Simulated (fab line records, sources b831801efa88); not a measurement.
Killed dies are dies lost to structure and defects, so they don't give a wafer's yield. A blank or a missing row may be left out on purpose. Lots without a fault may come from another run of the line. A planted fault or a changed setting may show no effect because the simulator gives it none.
fab line records | flow sky130
record lots=7 wafers=21 last_day=50
route steps=708 shown VIA2@526 METAL3@532 CAPM@537 PAD_OPEN@708
lots that met no fault: from a run of the same line without faults
start_h: hours from the record's first day to the start of the lot's first wafer shown | wait_h: hours since the lot's step before | " the same as in the row above | L1.1+2: a row that stands for several wafers | - no value, or no start given | * or withheld: withheld | < > ~ a bound
route shown NAME@n: a module of which the file shows steps, and the number in the route of the first | usual: mean/standard deviation of fault-free wafers | same: alike in all rows | chamber/n: place in a boat | sites: the reading at each site | _std_site: their standard deviation | _edge_site: outer sites' mean less inner sites' | radius_mm: how far each site lies from the wafer's centre | mask NAME#n: copy n | behind: the tool/chamber that last shaped the wafer | hold: why the lot was held/for how many hours/how that ended | device: the transistor (n, p or np) that didn't switch | end of line: the same wafers' tests at the end of the route | a step without rows: its recipe alone | killed: dies lost to structure and defects at the first sort, not the wafer's yield | map: a wafer's dies, x killed, . not, _ none there
set.NAME: the setting as run; set.NAME@STEP: as run at that earlier step | model.NAME: the simulator's own value behind a step, which no gauge read
lots at some steps of the route; a table a step, a row a wafer
services: from which hour (start_h, from the record's first day; less than 0 if before it) a tool's chamber was out of use, for how many hours, and why
## steps
# step SKY_VIA2_CLEAN_19
# recipe chemistry=O3/DIW dry=n2_spin
# step SKY_VIA2_SPUTTER_20
# recipe material=TiN target_thk_nm=20 chamber_pressure_pa=5 power_w=4000 time_s=80
# usual throttle_valve_pct=29.7/0.94
# same time_s=80
# columns lot.wafer tool chamber start_h wait_h throttle_valve_pct
L781.2 pvd_sputter-02 - 839.58 0.0 28.9
L781.3 " - " " 29.5
L781.5 " - " " 29.7
L787.3 pvd_sputter-04 - 898.09 0.0 29.1
L787.5 " - " " 29.9
L787.6 " - " " 29.2
L789.3 pvd_sputter-04 - 911.13 0.0 29.4
L789.5 " - " " 28.8
L789.6 " - " " 29.9
L790.1 pvd_sputter-04 - 916.49 0.0 29.3
L790.3 " - " " 29.6
L790.4 " - " " 29.9
L798.1 pvd_sputter-02 - 973.93 0.0 29.5
L798.5 " - " " 29.9
L798.6 " - " " 29.7
L799.1 pvd_sputter-01 - 981.99 0.0 30.1
L799.2 " - " " 30.9
L799.5 " - " " 31.4
L802.1 pvd_sputter-01 - 996.34 0.0 30.8
L802.2 " - " " 31.5
L802.4 " - " " 30.2
# step SKY_VIA2_CVD_21
# recipe material=W target_thk_nm=420 time_s=126.4 temp_c=400 pressure_torr=40
# step SKY_VIA2_RS_MEAS_22
# recipe thk_meas_gauge=four-point-probe reads=W_of_VIA2_CVD_21+TiN_of_VIA2_SPUTTER_20
# usual VIA2_W_RS=0.274/0.0044
# columns lot.wafer tool chamber start_h wait_h VIA2_W_RS[ohm/sq]
L781.2 film_metro-03 - 839.79 0.1 0.280
L781.3 " - " " 0.272
L781.5 " - " " 0.281
L787.3 film_metro-03 - 898.32 0.1 0.279
L787.5 " - " " 0.275
L787.6 " - " " 0.269
L789.3 film_metro-03 - 911.36 0.1 0.267
L789.5 " - " " 0.267
L789.6 " - " " 0.275
L790.1 film_metro-03 - 916.68 0.1 0.271
L790.3 " - " " 0.277
L790.4 " - " " 0.270
L798.1 film_metro-01 - 974.12 0.1 0.277
L798.5 " - " " 0.280
L798.6 " - " " 0.274
L799.1 film_metro-03 - 982.18 0.1 0.269
L799.2 " - " " 0.266
L799.5 " - " " 0.272
L802.1 film_metro-03 - 996.53 0.1 0.278
L802.2 " - " " 0.272
L802.4 " - " " 0.275
# step SKY_VIA2_THK_MEAS_23
# recipe thk_meas_gauge=xrf reads=W_of_VIA2_CVD_21
# usual VIA2_W_THK=431/9.5
# columns lot.wafer tool chamber start_h wait_h VIA2_W_THK[nm]
L781.2 film_metro-03 - 839.90 0.1 422
L781.3 " - " " 432
L781.5 " - " " 417
L787.3 film_metro-03 - 898.42 0.1 419
L787.5 " - " " 426
L787.6 " - " " 433
L789.3 film_metro-03 - 911.46 0.1 434
L789.5 " - " " 437
L789.6 " - " " 425
L790.1 film_metro-03 - 916.80 0.1 432
L790.3 " - " " 424
L790.4 " - " " 436
L798.1 film_metro-01 - 974.24 0.1 418
L798.5 " - " " 412
L798.6 " - " " 423
L799.1 film_metro-03 - 982.30 0.1 442
L799.2 " - " " 445
L799.5 " - " " 440
L802.1 film_metro-03 - 996.65 0.1 436
L802.2 " - " " 445
L802.4 " - " " 436
# step SKY_VIA2_CMP_24
# recipe stop_on=SiO2 t_overpolish_s=20 down_force_psi=3.5 platen_rpm=60 target_thk_nm=0 pad_velocity_m_s=0.94248
# step SKY_METAL3_SPUTTER_00
# recipe material=Ti target_thk_nm=15 power_w=3000 time_s=10 chamber_pressure_pa=0.4
# usual throttle_valve_pct=29.3/0.91
# same time_s=10
# columns lot.wafer tool chamber start_h wait_h throttle_valve_pct
L781.2 pvd_sputter-03 - 840.25 0.2 30.1
L781.3 " - " " 28.8
L781.5 " - " " 28.6
L787.3 pvd_sputter-02 - 898.76 0.1 29.7
L787.5 " - " " 29.6
L787.6 " - " " 29.7
L789.3 pvd_sputter-02 - 911.80 0.2 29.2
L789.5 " - " " 27.4
L789.6 " - " " 29.8
L790.1 pvd_sputter-02 - 917.16 0.1 29.5
L790.3 " - " " 27.7
L790.4 " - " " 29.1
L798.1 pvd_sputter-02 - 974.60 0.1 29.3
L798.5 " - " " 27.7
L798.6 " - " " 29.9
L799.1 pvd_sputter-04 - 982.66 0.2 29.2
L799.2 " - " " 29.0
L799.5 " - " " 30.0
L802.1 pvd_sputter-02 - 997.02 0.2 29.5
L802.2 " - " " 27.8
L802.4 " - " " 29.8
# step SKY_METAL3_SPUTTER_01
# recipe material=TiN target_thk_nm=20 power_w=6500 time_s=16.26 chamber_pressure_pa=0.4
# usual throttle_valve_pct=29.3/0.92
# same time_s=16.26
# columns lot.wafer tool chamber start_h wait_h throttle_valve_pct
L781.2 pvd_sputter-03 - 840.27 0.0 30.4
L781.3 " - " " 28.4
L781.5 " - " " 28.8
L787.3 pvd_sputter-02 - 898.78 0.0 29.7
L787.5 " - " " 30.0
L787.6 " - " " 29.6
L789.3 pvd_sputter-02 - 911.82 0.0 29.0
L789.5 " - " " 27.8
L789.6 " - " " 29.6
L790.1 pvd_sputter-02 - 917.18 0.0 29.7
L790.3 " - " " 27.8
L790.4 " - " " 29.0
L798.1 pvd_sputter-02 - 974.63 0.0 29.2
L798.5 " - " " 27.7
L798.6 " - " " 29.6
L799.1 pvd_sputter-04 - 982.68 0.0 29.0
L799.2 " - " " 29.1
L799.5 " - " " 29.8
L802.1 pvd_sputter-02 - 997.04 0.0 29.7
L802.2 " - " " 27.9
L802.4 " - " " 29.5
# step SKY_METAL3_SPUTTER_02
# recipe material=AlCu target_thk_nm=735 power_w=10600 time_s=39.1 chamber_pressure_pa=0.4
# step SKY_METAL3_SPUTTER_03
# recipe material=Ti target_thk_nm=5 power_w=3000 time_s=3.3 chamber_pressure_pa=0.4
# step SKY_METAL3_SPUTTER_04
# recipe material=TiN target_thk_nm=70 power_w=6500 time_s=58.3 chamber_pressure_pa=0.4
# step SKY_CAPM_CVD_00
# recipe material=SiO2 target_thk_nm=15.5 temp_c=400 time_s=withheld rf_w=450
# usual heater_power_outer_w=443/58 heater_power_w=751/100
# columns lot.wafer tool chamber start_h wait_h heater_power_outer_w heater_power_w
L781.2 pecvd-01 2 840.41 0.0 445 815
L781.3 " 1 " " 457 734
L781.5 " 2 " " 448 787
L787.3 pecvd-04 1 898.92 0.0 410 688
L787.5 " 1 " " 417 689
L787.6 " 2 " " 347 572
L789.3 pecvd-01 2 911.95 0.0 518 882
L789.5 " 0 " " 533 877
L789.6 " 1 " " 467 741
L790.1 pecvd-04 2 917.32 0.0 392 629
L790.3 " 2 " " 401 641
L790.4 " 1 " " 415 687
L798.1 pecvd-04 1 974.76 0.0 479 758
L798.5 " 0 " " 502 795
L798.6 " 1 " " 486 765
L799.1 pecvd-04 1 982.82 0.0 477 803
L799.2 " 0 " " 491 783
L799.5 " 0 " " 500 785
L802.1 pecvd-04 2 997.17 0.0 367 585
L802.2 " 0 " " 505 758
L802.4 " 2 " " 368 593
# step SKY_CAPM_THK_MEAS_01
# recipe reads=SiO2_of_CAPM_CVD_00
# usual CAPM_CVD_00_THK=15.48/0.19
# columns lot.wafer tool chamber start_h wait_h CAPM_CVD_00_THK[nm]
L781.2 film_metro-02 - 840.44 - 15.65
L781.3 " - " " 15.49
L781.5 " - " " 15.70
L787.3 film_metro-02 - 898.97 - 16.59
L787.5 " - " " 16.36
L787.6 " - " " 16.34
L789.3 film_metro-02 - 911.99 - 16.22
L789.5 " - " " 16.42
L789.6 " - " " 16.26
L790.1 film_metro-02 - 917.35 - 16.16
L790.3 " - " " 16.10
L790.4 " - " " 16.40
L798.1 film_metro-03 - 974.79 - 15.20
L798.5 " - " " 15.50
L798.6 " - " " 15.32
L799.1 film_metro-01 - 982.85 - 15.61
L799.2 " - " " 15.55
L799.5 " - " " 15.41
L802.1 film_metro-03 - 997.20 - 15.23
L802.2 " - " " 15.25
L802.4 " - " " 15.57
# step SKY_CAPM_SPUTTER_02
# recipe material=TiN target_thk_nm=200 temp_c=300 power_w=6500 time_s=166.7 chamber_pressure_pa=0.4
# usual throttle_valve_pct=30.3/0.84
# same time_s=166.7
# columns lot.wafer tool chamber start_h wait_h throttle_valve_pct
L781.2 pvd_sputter-01 - 840.49 0.0 30.8
L781.3 " - " " 32.0
L781.5 " - " " 30.5
L787.3 pvd_sputter-03 - 899.01 0.0 31.5
L787.5 " - " " 30.3
L787.6 " - " " 28.7
L789.3 pvd_sputter-03 - 912.03 0.0 28.9
L789.5 " - " " 29.7
L789.6 " - " " 30.2
L790.1 pvd_sputter-03 - 917.41 0.1 31.4
L790.3 " - " " 28.7
L790.4 " - " " 30.5
L798.1 pvd_sputter-01 - 974.85 0.1 31.7
L798.5 " - " " 30.3
L798.6 " - " " 30.8
L799.1 pvd_sputter-03 - 982.91 0.1 31.2
L799.2 " - " " 28.8
L799.5 " - " " 30.4
L802.1 pvd_sputter-01 - 997.26 0.1 30.2
L802.2 " - " " 30.5
L802.4 " - " " 30.6
# step SKY_PAD_OPEN_PROBE_99
# usual defect_limited_yield=82.2/2.2 killed_at_M0_to_M3=45/7.1 killed_at_M4_up=3.0/1.8 killed_at_contacts=24/5.4 killed_at_front_end=16/4.9 killed_at_other=0.3/0.63 killed_dies=88/11 killed_open=47/7.4 killed_short=40/7 sort_bin_3_pad_short=1.0/0.43 sort_bin_5_function=10.6/1.7 sort_bin_6_memory=6.3/1.1 sort_n_pass=404/11 sort_yield_pct=82.2/2.2
# same gross_dies=492 killed_at_back_side=0 sort_bin_4_leakage[%]=0 sort_bin_8_speed[%]=0
# columns lot.wafer tool chamber start_h wait_h defect_limited_yield[%] killed_at_M0_to_M3 killed_at_M4_up killed_at_contacts killed_at_front_end killed_at_other killed_dies killed_open killed_short sort_bin_3_pad_short[%] sort_bin_5_function[%] sort_bin_6_memory[%] sort_n_pass sort_yield_pct[%]
L781.2 prober-01 - 1066.71 0.1 79.1 50 1 31 21 0 103 53 50 1.4 12.6 6.9 389 79.1
L781.3 prober-01 - 1066.76 0.2 79.1 44 8 23 28 0 103 55 48 1.8 12.8 6.3 389 79.1
L781.5 prober-01 - 1066.86 0.2 80.5 45 7 27 17 0 96 57 39 1.4 11.8 6.3 396 80.5
L787.3 prober-01 - 1112.88 0.2 84.6 36 2 21 16 1 76 32 43 2.0 8.1 5.3 416 84.6
L787.5 prober-01 - 1112.98 0.2 83.5 37 5 26 13 0 81 48 32 1.0 8.5 6.9 411 83.5
L787.6 prober-01 - 1113.03 0.2 81.5 47 1 31 12 0 91 61 30 0.6 11.0 6.9 401 81.5
L789.3 prober-02 - 1125.72 0.2 84.3 48 2 15 11 1 77 44 33 1.2 9.1 5.3 415 84.3
L789.5 prober-02 - 1125.82 0.2 84.1 41 1 24 11 1 78 32 46 0.8 11.0 4.1 414 84.1
L789.6 prober-02 - 1125.87 0.2 81.5 56 3 22 10 0 91 53 38 1.8 9.8 6.9 401 81.5
L790.1 prober-02 - 1129.08 0.1 85.0 32 6 25 11 0 74 43 31 0.4 9.1 5.5 418 85.0
L790.3 prober-02 - 1129.18 0.2 84.6 41 2 22 11 0 76 41 35 1.6 9.6 4.3 416 84.6
L790.4 prober-02 - 1129.23 0.2 81.7 46 6 27 11 0 90 46 44 1.2 10.4 6.7 402 81.7
L798.1 prober-02 - 1173.20 0.1 79.3 63 0 23 16 0 102 55 46 0.8 11.8 8.1 390 79.3
L798.5 prober-02 - 1173.40 0.2 79.1 60 3 21 19 0 103 63 39 0.8 13.4 6.7 389 79.1
L798.6 prober-02 - 1173.45 0.2 78.9 56 5 27 16 0 104 59 45 1.0 12.4 7.7 388 78.9
L799.1 prober-01 - 1177.64 0.1 86.4 39 1 17 10 0 67 31 36 0.4 7.1 6.1 425 86.4
L799.2 prober-01 - 1177.69 0.1 83.3 43 3 22 14 0 82 37 45 0.8 9.6 6.3 410 83.3
L799.5 prober-01 - 1177.84 0.2 83.9 42 4 23 10 0 79 43 36 1.2 9.6 5.3 413 83.9
L802.1 prober-02 - 1188.41 0.1 81.7 46 7 26 11 0 90 45 45 0.8 11.4 6.1 402 81.7
L802.2 prober-02 - 1188.46 0.1 84.6 29 5 28 14 0 76 34 42 0.6 8.5 6.3 416 84.6
L802.4 prober-02 - 1188.56 0.2 82.9 36 1 26 21 0 84 56 28 0.4 11.2 5.5 408 82.9
# killed by level:class
L781.2 VIA1:geometric_particle:open=11 LI_CONTACT:geometric_particle:open=10 CONTACT:geometric_particle:short=8 FIELD_ISO:geometric_particle:short=7 VIA1:geometric_particle:short=7 VIA2:geometric_particle:open=7 METAL2:geometric_particle:short=6 POLY_GATE:geometric_particle:short=5
L781.3 VIA1:geometric_particle:open=10 FIELD_ISO:geometric_particle:short=9 VIA2:geometric_particle:open=8 POLY_GATE:geometric_particle:open=7 LI_CONTACT:geometric_particle:open=7 CONTACT:geometric_particle:open=6 METAL4:geometric_particle:short=6 POLY_GATE:geometric_particle:short=5
L781.5 CONTACT:geometric_particle:open=14 VIA1:geometric_particle:open=9 METAL3:geometric_particle:short=9 FIELD_ISO:geometric_particle:open=7 VIA2:geometric_particle:open=6 LI_CONTACT:geometric_particle:open=5 METAL2:geometric_particle:short=5 METAL1:geometric_particle:short=4
L787.3 POLY_GATE:geometric_particle:short=6 CONTACT:geometric_particle:open=6 VIA3:geometric_particle:open=6 FIELD_ISO:geometric_particle:short=5 LI_CONTACT:geometric_particle:open=5 LOCAL_INTERCONNECT:geometric_particle:short=5 VIA1:geometric_particle:open=5 VIA3:geometric_particle:short=5
L787.5 VIA2:geometric_particle:open=10 CONTACT:geometric_particle:open=9 VIA3:geometric_particle:open=7 LI_CONTACT:geometric_particle:open=6 VIA1:geometric_particle:open=6 LOCAL_INTERCONNECT:geometric_particle:short=5 SPACER:geometric_particle:short=3 LOCAL_INTERCONNECT:geometric_particle:open=3
L787.6 CONTACT:geometric_particle:open=13 VIA1:geometric_particle:open=12 FIELD_ISO:geometric_particle:open=8 LI_CONTACT:geometric_particle:open=8 VIA3:geometric_particle:open=8 VIA2:geometric_particle:open=6 VIA3:geometric_particle:short=5 LOCAL_INTERCONNECT:geometric_particle:short=5
L789.3 VIA1:geometric_particle:open=11 VIA3:geometric_particle:open=9 VIA2:geometric_particle:open=7 METAL2:geometric_particle:short=6 CONTACT:geometric_particle:short=5 CONTACT:geometric_particle:open=4 METAL1:geometric_particle:short=4 FIELD_ISO:geometric_particle:short=3
L789.5 METAL1:geometric_particle:short=11 CONTACT:geometric_particle:open=8 LI_CONTACT:geometric_particle:open=7 VIA1:geometric_particle:open=6 VIA1:geometric_particle:short=5 METAL2:geometric_particle:short=5 VIA3:geometric_particle:open=5 CONTACT:geometric_particle:short=4
L789.6 VIA1:geometric_particle:open=11 CONTACT:geometric_particle:open=10 LI_CONTACT:geometric_particle:open=7 VIA3:geometric_particle:open=7 METAL1:geometric_particle:short=7 METAL2:geometric_particle:short=7 VIA2:geometric_particle:open=6 CONTACT:geometric_particle:short=5
L790.1 CONTACT:geometric_particle:open=11 VIA1:geometric_particle:open=9 LI_CONTACT:geometric_particle:open=5 CONTACT:geometric_particle:short=5 VIA2:geometric_particle:open=5 POLY_GATE:geometric_particle:short=4 FIELD_ISO:geometric_particle:open=3 VIA1:geometric_particle:short=3
L790.3 VIA1:geometric_particle:open=9 CONTACT:geometric_particle:open=8 VIA3:geometric_particle:open=8 CONTACT:geometric_particle:short=6 METAL1:geometric_particle:short=5 LI_CONTACT:geometric_particle:open=4 METAL2:geometric_particle:short=4 VIA3:geometric_particle:short=4
L790.4 VIA1:geometric_particle:open=10 LOCAL_INTERCONNECT:geometric_particle:short=8 METAL1:geometric_particle:short=7 VIA3:geometric_particle:open=7 CONTACT:geometric_particle:short=6 CONTACT:geometric_particle:open=6 VIA2:geometric_particle:open=6 POLY_GATE:geometric_particle:short=5
L798.1 VIA1:geometric_particle:open=15 VIA2:geometric_particle:open=11 CONTACT:geometric_particle:open=7 VIA1:geometric_particle:short=7 METAL2:geometric_particle:short=6 LI_CONTACT:geometric_particle:open=5 LOCAL_INTERCONNECT:geometric_particle:short=5 METAL1:geometric_particle:short=5
L798.5 VIA1:geometric_particle:open=19 VIA2:geometric_particle:open=12 POLY_GATE:geometric_particle:open=7 CONTACT:geometric_particle:open=6 VIA1:geometric_particle:short=6 VIA2:geometric_particle:short=5 LI_CONTACT:geometric_particle:open=5 METAL1:geometric_particle:short=4
L798.6 VIA2:geometric_particle:open=13 LI_CONTACT:geometric_particle:open=12 VIA1:geometric_particle:open=10 CONTACT:geometric_particle:short=7 VIA1:geometric_particle:short=6 METAL3:geometric_particle:short=6 VIA3:geometric_particle:open=6 POLY_GATE:geometric_particle:open=5
L799.1 VIA1:geometric_particle:open=13 LI_CONTACT:geometric_particle:open=7 VIA1:geometric_particle:short=6 METAL1:geometric_particle:short=6 CONTACT:geometric_particle:short=4 FIELD_ISO:geometric_particle:short=3 SONOS_ONO:geometric_particle:short=3 LOCAL_INTERCONNECT:geometric_particle:short=3
L799.2 METAL2:geometric_particle:short=9 LI_CONTACT:geometric_particle:open=8 VIA3:geometric_particle:open=8 CONTACT:geometric_particle:short=7 FIELD_ISO:geometric_particle:short=6 VIA1:geometric_particle:open=6 CONTACT:geometric_particle:open=5 FIELD_ISO:geometric_particle:open=4
L799.5 VIA1:geometric_particle:open=13 CONTACT:geometric_particle:open=9 VIA2:geometric_particle:open=8 LI_CONTACT:geometric_particle:open=7 FIELD_ISO:geometric_particle:short=5 POLY_GATE:geometric_particle:short=4 LI_CONTACT:geometric_particle:short=4 METAL1:geometric_particle:short=4
L802.1 VIA1:geometric_particle:open=8 LI_CONTACT:geometric_particle:open=7 METAL1:geometric_particle:short=7 VIA3:geometric_particle:open=7 CONTACT:geometric_particle:short=6 VIA2:geometric_particle:open=6 VIA3:geometric_particle:short=6 METAL2:geometric_particle:short=5
L802.2 CONTACT:geometric_particle:open=9 VIA1:geometric_particle:open=8 LOCAL_INTERCONNECT:geometric_particle:short=6 METAL2:geometric_particle:short=6 LI_CONTACT:geometric_particle:short=5 LI_CONTACT:geometric_particle:open=5 FIELD_ISO:geometric_particle:short=4 VIA2:geometric_particle:open=4
L802.4 LI_CONTACT:geometric_particle:open=11 CONTACT:geometric_particle:open=8 FIELD_ISO:geometric_particle:open=7 VIA2:geometric_particle:open=7 VIA3:geometric_particle:open=7 POLY_GATE:geometric_particle:open=6 VIA1:geometric_particle:open=5 CONTACT:geometric_particle:short=4
## services
# columns tool chamber start_h hours kind
pecvd-01 0 816.02 5.5 scheduled_down
pvd_sputter-04 - 816.81 1.2 repair
pecvd-01 0 822.58 2.1 scheduled_down
pecvd-01 - 836.64 3.2 repair
pvd_sputter-02 - 849.06 1.5 repair
pvd_sputter-04 - 851.12 7.5 repair
pecvd-04 0 887.11 32.1 repair
pvd_sputter-03 - 891.68 1.9 repair
pecvd-04 - 901.43 3.0 repair
pvd_sputter-02 - 930.75 5.9 repair
pecvd-01 - 931.22 0.5 repair
pecvd-04 2 936.93 2.1 scheduled_down
pvd_sputter-04 - 943.24 5.2 repair
pvd_sputter-04 - 945.85 2.0 repair
pvd_sputter-02 - 970.92 0.8 repair
pecvd-04 2 973.78 17.2 repair
pecvd-04 1 989.49 16.5 scheduled_down
pecvd-01 - 997.15 2.5 repair
## key
first_sign step=SKY_CAPM_THK_MEAS_01 reading=CAPM_CVD_00_THK direction=up sigmas=4.4 usual=15.48 struck=16.32
effect none on later readings
met_at SKY_CAPM_THK_MEAS_01
struck_wafers L787.3,L787.5,L787.6,L789.3,L789.5,L789.6,L790.1,L790.3,L790.4
onset_between 840.44 898.97
also_fits SKY_VIA2_SPUTTER_20:pvd_sputter-04
fault kind=metrology_matching_offset tool=film_metro-02 chamber=- onset_h=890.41 steps=SKY_CAPM_THK_MEAS_01 param=thk_nm offset=0.76475
